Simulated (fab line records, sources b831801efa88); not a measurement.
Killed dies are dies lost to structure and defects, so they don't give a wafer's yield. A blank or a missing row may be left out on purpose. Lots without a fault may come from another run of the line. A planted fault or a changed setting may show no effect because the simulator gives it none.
A struck lot beside a sound one | flow sky130 | 15 steps out of a route of 708
Sound: wafers L242.3, L242.5, L242.6. Struck: wafer L250.5. (L250.6 of the same lot was not struck and is left out.) The cause comes at the end.
At each step with rows: each side's tool, then ch and its chambers, then its first start. Under that, the readings that differ: sound wafers | struck wafers | difference of the means | sigmas: that difference in standard deviations of wafers without a fault.
alike: readings whose means differ by less than 2 such deviations, and words and numbers that are the same on both sides. not compared: withheld readings, readings that some wafer has no value for, bounds like >300 that may hide the same value, and numbers for which the record gives no deviation and whose values overlap.
The two part at a step that has a row with sigmas, a row that says differs or no value, or rows on one side only. Numbers that don't overlap but have no deviation are shown without sigmas and don't part them. A reading that every wafer of one side lacks parts them only if that side has two wafers or more.

first, 7 steps without rows for these wafers: SKY_METAL3_HMDS_06 (prime time 60 s); SKY_METAL3_COAT_07 (resist thk 60 nm); SKY_METAL3_COAT_08 (resist thk 1140 nm); SKY_METAL3_SOFTBAKE_09 (time 90 s); SKY_METAL3_EXPOSE_10 (exposes mask MM3, target cd 300 nm); SKY_METAL3_PEB_11; SKY_METAL3_DEVELOP_12 (develop time 60 s).
SKY_METAL3_CD_MEAS_13: target cd 300 nm.
  sound on cd_sem-02, day 40 22:02; struck on cd_sem-01, day 42 19:49
  alike: cd_nm
SKY_METAL3_OVL_MEAS_14:
  sound on overlay-02, day 40 22:07; struck on overlay-01, day 42 19:53
  alike: METAL3_OVL
SKY_METAL3_DESCUM_15: chemistry O2, time 8 s.
  sound on rie_metal-03 ch 0,1, day 40 22:10; struck on rie_metal-04 ch 1, day 42 19:55
  alike: chamber_pressure_mTorr, drypump_motor_current_A, he_backside_leak_sccm, oes_product_au
  not compared: rf_hours_counter_h
SKY_METAL3_ETCH_16: etches BARC in N2/H2, stops on SiO2, time 88.2 s, target depth 60 nm.
  sound on rie_metal-03 ch 0,1, day 40 22:13; struck on rie_metal-04 ch 1, day 42 19:59
  alike: chamber_pressure_mTorr, drypump_motor_current_A, he_backside_leak_sccm, oes_product_au, run_length_s, throttle_valve_pct
  not compared: rf_hours_counter_h
SKY_METAL3_ETCH_17: etches SiO2 in C4F8/O2/Ar, stops on TiN, time 3.9 s, target depth 15 nm.
  sound on rie_diel-01 ch 0,1, day 40 22:17; struck on rie_diel-01 ch 1, day 42 20:02
  alike: chamber_pressure_mTorr, oes_product_au
SKY_METAL3_METAL_ETCH_18: etches the open film in Cl2/BCl3, stops on SiO2, target depth 845 nm, time 183.1 s.
  sound on rie_metal-01 ch 0,1, day 40 22:21; struck on rie_metal-01 ch 1, day 42 20:10
  reading                                       | sound             | struck | difference | sigmas
  oes_product_au (a.u.)                         | 0.874 0.871 0.865 | 0.993  | +0.123     | +22
  run_length_s (s)                              | 211.8 210.9 211.8 | 182.9  | -28.6      | -54
  model.KrF-thick_of_METAL3_COAT_08.thk_nm (nm) | 532.4 531.3 538.4 | 610.4  | +76.4      |
  model.METAL3.cd_nm (nm)                       | 302.1 298.6 303.4 | 311.5  | +10.1      |
  model.SiO2_of_VIA2_HDPCVD_00.thk_nm (nm)      | 465.2 465.9 465.4 | 468.9  | +3.4       |
  alike: chamber_pressure_mTorr, drypump_motor_current_A, he_backside_leak_sccm, throttle_valve_pct
  not compared: rf_hours_counter_h
SKY_METAL3_STRIP_19: strips in O2/N2.
  sound on plasma_asher-01 ch 0,1, day 40 22:31; struck on plasma_asher-01 ch 1, day 42 20:17
  reading                        | sound                | struck | difference | sigmas
  chamber_pressure_mTorr (mTorr) | 1499.5 1498.8 1498.8 | 1503.1 | +4.1       | +3
  oes_product_au (a.u.)          | 0.506 0.506 0.518    | 0.536  | +0.026     | +5
  strip_time_to_endpoint_s (s)   | 6.60 6.58 6.65       | 7.35   | +0.74      | +13
  alike: drypump_motor_current_A
  not compared: rf_hours_counter_h
then, 1 step without rows for these wafers: SKY_METAL3_STRIP_20 (strips in post etch residue remover, time 1200 s).

WHERE THEY PART
First at SKY_METAL3_METAL_ETCH_18; last, within this record, at SKY_METAL3_STRIP_19.

WHY: what the simulator had put in
Process parameter drift: rie_metal-01, from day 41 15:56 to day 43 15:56, at SKY_METAL3_METAL_ETCH_18. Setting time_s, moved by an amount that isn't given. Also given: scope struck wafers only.
